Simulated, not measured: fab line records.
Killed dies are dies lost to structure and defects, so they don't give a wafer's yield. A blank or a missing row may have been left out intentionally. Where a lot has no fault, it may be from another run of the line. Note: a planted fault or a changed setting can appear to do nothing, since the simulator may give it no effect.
Which tool is to blame? | flow sky130 | 36 wafers from 12 lots sampled at 5 of the route's 708 steps

== WHAT EACH GAUGE READ, for each wafer ==
The record lacks any reading of a measuring or inspecting step that a usual standard deviation could be used to judge.

== TOOL THAT RAN EACH LOT (tool first, then ch and the chambers of the sampled wafers, then the start) ==
lot  | SKY_POLY_GATE_ETCH_15              | SKY_CONTACT_SOFTBAKE_10           | SKY_CONTACT_CMP_27            | SKY_METAL2_ETCH_18                | SKY_PAD_OPEN_PROBE_99
L603 | rie diel-03 ch 0,3, day 16 03:43   | litho track-04 ch 0, day 30 18:00 | cmp-01 ch 0,1,2, day 31 09:37 | rie metal-01 ch 0,1, day 34 21:51 | -
L604 | rie diel-04 ch 0,3, day 16 12:28   | litho track-04 ch 0, day 30 23:00 | cmp-02 ch 0,1,2, day 31 14:47 | rie metal-03 ch 0,1, day 35 02:11 | -
L605 | rie diel-03 ch 0,1,2, day 16 23:34 | litho track-01 ch 0, day 31 14:00 | cmp-02 ch 1,2,3, day 32 04:41 | rie metal-04 ch 0,1, day 35 15:42 | -
L609 | rie diel-03 ch 1,2, day 18 19:04   | litho track-04 ch 0, day 33 06:00 | cmp-02 ch 1,2,3, day 33 20:47 | rie metal-01 ch 0,1, day 37 07:45 | -
L611 | rie diel-03 ch 0,3, day 19 06:34   | litho track-04 ch 0, day 33 16:00 | cmp-02 ch 0,1,3, day 34 06:57 | rie metal-03 ch 0,1, day 37 17:23 | -
L617 | rie diel-02 ch 1,2,3, day 22 00:10 | litho track-03 ch 0, day 35 23:00 | cmp-01 ch 1,3, day 36 13:29   | rie metal-01 ch 0,1, day 39 20:52 | prober-01, day 49 10:18
L616 | rie diel-03 ch 0,1,3, day 22 00:55 | litho track-03 ch 0, day 35 23:00 | cmp-02 ch 0,2, day 36 13:45   | rie metal-04 ch 1, day 39 21:04   | -
L618 | rie diel-02 ch 0,3, day 22 11:52   | litho track-03 ch 0, day 36 07:00 | cmp-01 ch 1,2, day 36 21:26   | rie metal-01 ch 1, day 40 05:33   | -
L621 | rie diel-04 ch 0,2, day 23 03:07   | litho track-01 ch 0, day 36 20:00 | cmp-01 ch 0,1,3, day 37 11:14 | rie metal-01 ch 0,1, day 40 19:03 | -
L622 | rie diel-02 ch 0,1,2, day 23 04:37 | litho track-04 ch 0, day 36 22:00 | cmp-02 ch 0,1,2, day 37 12:47 | rie metal-03 ch 0,1, day 40 21:21 | -
L624 | rie diel-02 ch 1,2,3, day 23 22:16 | litho track-04 ch 0, day 37 14:00 | cmp-01 ch 2,3, day 38 04:33   | rie metal-04 ch 0,1, day 41 10:07 | -
L626 | rie diel-02 ch 0,2,3, day 24 19:55 | litho track-04 ch 0, day 38 11:00 | cmp-01 ch 0,1,3, day 39 00:48 | rie metal-04 ch 0,1, day 42 06:39 | -
- SKY_POLY_GATE_ETCH_15: etches BARC in N2/H2, stops on SiO2, time 118.5 s, target depth 110 nm.
- SKY_CONTACT_SOFTBAKE_10: time 90 s.
- SKY_CONTACT_CMP_27: polishes, stops on SiO2, t overpolish 15 s, target thk 0 nm.
- SKY_METAL2_ETCH_18: etches BARC in N2/H2, stops on SiO2, time 45.9 s, target depth 60 nm.
- SKY_PAD_OPEN_PROBE_99

== AS READ BY THE TOOLS THEMSELVES (means over the sampled wafers that have a number; for cases with no such wafer, the mark the record gives instead) ==
SKY_POLY_GATE_ETCH_15.
lot  | tool        | drypump motor current A (A) | oes product au (a.u.) | throttle valve pct (%)
L603 | rie diel-03 | 5.6                         | 0.714                 | 13.207
L604 | rie diel-04 | 5.7                         | 0.712                 | 13.211
L605 | rie diel-03 | 5.7                         | 0.712                 | 13.223
L609 | rie diel-03 | 5.9                         | 0.717                 | 13.226
L611 | rie diel-03 | 5.6                         | 0.715                 | 13.216
L617 | rie diel-02 | 5.8                         | 0.716                 | 13.215
L616 | rie diel-03 | 5.8                         | 0.718                 | 13.211
L618 | rie diel-02 | 5.9                         | 0.716                 | 13.221
L621 | rie diel-04 | 6.4                         | 0.719                 | 13.214
L622 | rie diel-02 | 5.9                         | 0.718                 | 13.206
L624 | rie diel-02 | 5.8                         | 0.714                 | 13.221
L626 | rie diel-02 | 6.1                         | 0.722                 | 13.224

SKY_CONTACT_SOFTBAKE_10.
lot  | tool           | heater power total W (W) | plate temp C (C)
L603 | litho track-04 | 57.33                    | 99.95
L604 | litho track-04 | 57.43                    | 99.84
L605 | litho track-01 | 57.40                    | 99.87
L609 | litho track-04 | 59.95                    | 103.23
L611 | litho track-04 | 59.89                    | 103.31
L617 | litho track-03 | 57.35                    | 99.81
L616 | litho track-03 | 57.50                    | 99.95
L618 | litho track-03 | 57.35                    | 100.02
L621 | litho track-01 | 57.48                    | 99.90
L622 | litho track-04 | 57.38                    | 100.15
L624 | litho track-04 | 57.43                    | 100.15
L626 | litho track-04 | 57.39                    | 100.02

SKY_CONTACT_CMP_27.
lot  | tool   | edge zone pressure frac | motor current A (A) | overpolish run s (s) | platen rpm (rpm) | slurry filter dp kPa (kPa) | time to endpoint s (s)
L603 | cmp-01 | 1.002                   | 10.9                | 14.997               | 60.01            | 13.50                      | 83
L604 | cmp-02 | 1.005                   | 11.5                | 15.001               | 60.02            | 13.45                      | 88
L605 | cmp-02 | 1.009                   | 10.4                | 14.998               | 59.99            | 13.61                      | 84
L609 | cmp-02 | 1.000                   | 10.9                | 14.985               | 59.96            | 13.55                      | 83
L611 | cmp-02 | 1.001                   | 11.3                | 15.003               | 60.02            | 13.58                      | 84
L617 | cmp-01 | 0.998                   | 12.6                | 15.004               | 60.03            | 13.43                      | 85
L616 | cmp-02 | 0.999                   | 11.6                | 14.998               | 59.99            | 13.55                      | 81
L618 | cmp-01 | 1.002                   | 11.3                | 15.004               | 60.07            | 13.47                      | 87
L621 | cmp-01 | 1.004                   | 11.5                | 15.003               | 60.06            | 13.51                      | 82
L622 | cmp-02 | 1.007                   | 11.4                | 14.997               | 59.98            | 13.60                      | 85
L624 | cmp-01 | 1.000                   | 12.6                | 15.004               | 60.03            | 13.52                      | 80
L626 | cmp-01 | 1.003                   | 11.5                | 15.008               | 60.03            | 13.50                      | 83

SKY_METAL2_ETCH_18.
lot  | tool         | drypump motor current A (A) | oes product au (a.u.) | throttle valve pct (%)
L603 | rie metal-01 | 5.9                         | 0.856                 | 13.223
L604 | rie metal-03 | 6.2                         | 0.851                 | 13.229
L605 | rie metal-04 | 5.4                         | 0.858                 | 13.232
L609 | rie metal-01 | 5.9                         | 0.854                 | 13.225
L611 | rie metal-03 | 6.5                         | 0.856                 | 13.223
L617 | rie metal-01 | 5.9                         | 0.857                 | 13.228
L616 | rie metal-04 | 6.1                         | 0.856                 | 13.232
L618 | rie metal-01 | 6.3                         | 0.854                 | 13.227
L621 | rie metal-01 | 5.9                         | 0.851                 | 13.234
L622 | rie metal-03 | 6.5                         | 0.854                 | 13.226
L624 | rie metal-04 | 5.5                         | 0.854                 | 13.222
L626 | rie metal-04 | 5.8                         | 0.857                 | 13.223

SKY_PAD_OPEN_PROBE_99.
lot  | tool      | killed_at_M0_to_M3 | killed_at_M4_up | killed at contacts | killed at front end | killed at other | killed dies | killed open | killed short
L617 | prober-01 | 39                 | 1.7             | 28                 | 16                  | 0.7             | 86          | 44          | 42

== THE ANSWER, worked out from the rows above alone ==
Rule: what is usual is taken from the lots themselves. Put in order of their means at a reading, lots are off if they are a third of the lots or fewer, leave a main group of 4 or more, and stand apart from it by a gap of 3 or more times the standard deviation of the main group's means; of several such gaps the widest counts. A main group is skipped when, at the precision printed for the reading in the tables above, its means are all equal. Also off: a lot with no number at a reading for which 4 or more lots have one. The other lots that the step has rows for count as sound. First the gauges in route order, then the tools' own readings, where a lot's mean is used as printed above. At the first step where some lot is off, the reading lying furthest off is the one used; lots without a number count as furthest.
Off: L609, L611 (SKY_CONTACT_SOFTBAKE_10, heater power total W). The main group: mean 57.40 W, standard deviation 0.053.
A tool fits if, at that step or a process step before it, it ran every lot that is off, and no sound lot after the first of them. Of those tried, none fits.

== WHAT THE SIMULATOR HAD PUT IN ==
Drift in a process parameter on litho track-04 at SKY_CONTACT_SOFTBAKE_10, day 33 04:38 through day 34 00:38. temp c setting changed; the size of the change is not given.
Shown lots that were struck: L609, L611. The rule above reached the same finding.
